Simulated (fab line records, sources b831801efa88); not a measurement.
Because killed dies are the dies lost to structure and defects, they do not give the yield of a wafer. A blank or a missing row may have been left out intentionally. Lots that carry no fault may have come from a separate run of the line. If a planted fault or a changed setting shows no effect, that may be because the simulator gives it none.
What tool caused it?    flow gf180mcu    Sampling: 7 lots, 21 wafers, 3 of 602 route steps

== WHAT EACH GAUGE READ, for each wafer ==
GF_TOP_METAL_THK_MEAS_06: measures by xrf.
lot   measured      on             TOP_METAL_ALCU_THK (nm)
L653  day 28 09:50  film-metro-04  904 906 898
L655  day 28 14:36  film-metro-04  886 881 889
L658  day 29 04:40  film-metro-03  925 913 918
L660  day 29 18:47  film-metro-03  891 902 897
L659  day 30 02:50  film-metro-04  919 923 911
L666  day 31 07:37  film-metro-02  911 907 907
L671  day 32 14:47  film-metro-04  916 904 914

== WHICH TOOL RAN EACH LOT (tool, then ch and the chambers of the sampled wafers, then the start) ==
lot   GF_SALICIDE_SPUTTER_03        GF_TOP_METAL_SPUTTER_04
L653  pvd-sputter-04, day 16 05:53  pvd-sputter-01, day 28 09:40
L655  pvd-sputter-04, day 16 15:04  pvd-sputter-04, day 28 14:27
L658  pvd-sputter-04, day 17 06:47  pvd-sputter-02, day 29 04:31
L660  pvd-sputter-04, day 18 01:10  pvd-sputter-01, day 29 18:38
L659  pvd-sputter-01, day 18 09:58  pvd-sputter-02, day 30 02:42
L666  pvd-sputter-04, day 19 23:29  pvd-sputter-04, day 31 07:28
L671  pvd-sputter-02, day 21 18:22  pvd-sputter-01, day 32 14:38
- GF_SALICIDE_SPUTTER_03: material TiN, target thk 20 nm, time 16.44 s.
- GF_TOP_METAL_SPUTTER_04: material TiN, target thk 25 nm, time 20.8 s.

== THE ANSWER, worked out from the rows above alone ==
Rule: the usual values come from the lots themselves. Put in order of their means at a reading, lots are off if they are a third of the lots or fewer, leave a main group of 4 or more, and stand apart from it by a gap of 3 or more times the standard deviation of the main group's means; of several such gaps the widest counts. If all means in a main group match to the digits the tables above print for the reading, that group is not used. Also off: a lot with no number at a reading for which 4 or more lots have one. Any other lot the step has rows for is counted as sound.
Across all readings shown, no lot is off: no conclusion can be drawn from this.

== WHAT HAD BEEN PUT IN BY THE SIMULATOR ==
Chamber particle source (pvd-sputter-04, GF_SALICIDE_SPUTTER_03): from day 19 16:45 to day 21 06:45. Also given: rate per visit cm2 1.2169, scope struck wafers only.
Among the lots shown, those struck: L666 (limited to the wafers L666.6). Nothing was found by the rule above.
